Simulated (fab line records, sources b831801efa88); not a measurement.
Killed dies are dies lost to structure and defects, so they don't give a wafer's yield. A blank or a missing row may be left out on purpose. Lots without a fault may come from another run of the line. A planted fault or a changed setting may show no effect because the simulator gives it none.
Split-lot experiment | flow gf180mcu | 5 lots, 23 wafers read, on a route of 602 steps

THE SPLIT
At GF_V1_CMP_04 (polishes SiO2), the setting leave_above_ref_nm was moved away from the recipe's 632.5 nm on 8 of the 23 wafers read, by -6.5% to +5.2%. The other wafers ran this setting at the recipe's value.

The reading is taken at the split's own step.

THE READING
SiO2_of_V1_CVD_02.thk_nm (the simulator's own value, which no gauge read), in nm, at GF_V1_CMP_04 (polishes SiO2). The file gives no usual value for it. The 15 wafers here that ran the recipe average 632.3 nm, standard deviation 0.57 nm.

wafer  | tool, chamber at the split | leave_above_ref_nm as run, nm | against the recipe | SiO2_of_V1_CVD_02.thk_nm, nm | against lot-mates on the recipe
L074.3 | cmp-02, 3                  | 651.3                         | +3.0%              | 651                          | +19.5
L074.4 | cmp-02, 0                  | 651.3                         | +3.0%              | 650.2                        | +18.7
L074.2 | cmp-02, 1                  | 632.5                         | recipe             | 632.2                        | -
L074.1 | cmp-02, 2                  | 651.3                         | +3.0%              | 651.4                        | +19.9
L074.5 | cmp-02, 0                  | 632.5                         | recipe             | 630.9                        | -
L077.2 | cmp-01, 1                  | 632.5                         | recipe             | 631.7                        | -
L077.1 | cmp-01, 2                  | 632.5                         | recipe             | 632.5                        | -
L077.4 | cmp-01, 0                  | 632.5                         | recipe             | 632                          | -
L077.6 | cmp-01, 1                  | 632.5                         | recipe             | 631.8                        | -
L077.5 | cmp-01, 2                  | 632.5                         | recipe             | 631.9                        | -
L081.2 | cmp-01, 1                  | 665.7                         | +5.2%              | 666.2                        | +33.3
L081.3 | cmp-01, 2                  | 632.5                         | recipe             | 633                          | -
L081.1 | cmp-01, 3                  | 665.7                         | +5.2%              | 666.1                        | +33.2
L081.5 | cmp-01, 0,1                | 632.5                         | recipe             | 632.8                        | -
L081.6 | cmp-01, 0,1                | 632.5                         | recipe             | 632.8                        | -
L082.3 | cmp-02, 0                  | 632.5                         | recipe             | 632.2                        | -
L082.2 | cmp-02, 2,0                | 632.5                         | recipe             | 632.4                        | -
L082.5 | cmp-02, 2,0                | 632.5                         | recipe             | 632.4                        | -
L084.2 | cmp-02, 3                  | 591.1                         | -6.5%              | 590.9                        | -42.1
L084.3 | cmp-02, 0                  | 632.5                         | recipe             | 632.8                        | -
L084.4 | cmp-02, 1                  | 591.1                         | -6.5%              | 591.5                        | -41.5
L084.1 | cmp-02, 2                  | 632.5                         | recipe             | 633.2                        | -
L084.5 | cmp-02, 0                  | 591.1                         | -6.5%              | 592.3                        | -40.7
Where a row lists several chambers, the file gives one row for several wafers and doesn't say which wafer went through which chamber.

THE FIT
A straight line over all 23 wafers: SiO2_of_V1_CVD_02.thk_nm changes by +6.29 nm for each +1% of leave_above_ref_nm; r = +1.00; the points scatter about the line by 0.63 nm.
The same after taking each lot's own level away (the mean of its wafers on the recipe; 23 wafers): +6.35 nm for each +1%; r = +1.00; scatter 0.42 nm.
On that fit, the largest move of leave_above_ref_nm shifts the reading by 42 nm.
The lots' own levels span 631.55 to 633.00 nm, that is 2.5 times the standard deviation above.
So the lot-to-lot level changes the slope little: the two slopes agree.
Check: with one of the wafers moved furthest among these (-6.5%) left out of the fit, the line predicts -41.3 nm for it against its lot-mates. It came out at -42.1 nm against them.

OTHER SPLITS ON THESE WAFERS
These wafers also went through other splits before the reading. Each is held against what the fit with the lots' levels taken away leaves over:
other split on the same wafers       | wafers away from the commonest value | r with SiO2_of_V1_CVD_02.thk_nm (lot level and that fit taken away)
GF_PSD_COAT_02 resist_thk_nm         | 8                                    | +0.00
GF_PSD_STRIP_10 o2_flow_sccm         | 8                                    | +0.05
GF_SAB_CVD_00 time_s                 | 4                                    | +0.17
GF_SAB_ETCH_11 source_w              | 8                                    | -0.03
GF_CONTACT_CMP_04 leave_above_ref_nm | 4                                    | +0.37
GF_CONTACT_PEB_12 peb_temp_c         | 10                                   | -0.17
GF_M1_SPUTTER_03 power_w             | 7                                    | -0.07
GF_M1_PEB_12 peb_time_s              | 6                                    | -0.06
GF_V1_CVD_00 sih4_flow_sccm          | 5                                    | +0.18

THE FILE'S OWN FIT
SiO2_of_V1_CVD_02.thk_nm changes by +6.35 nm for each +1% of leave_above_ref_nm, r = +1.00.
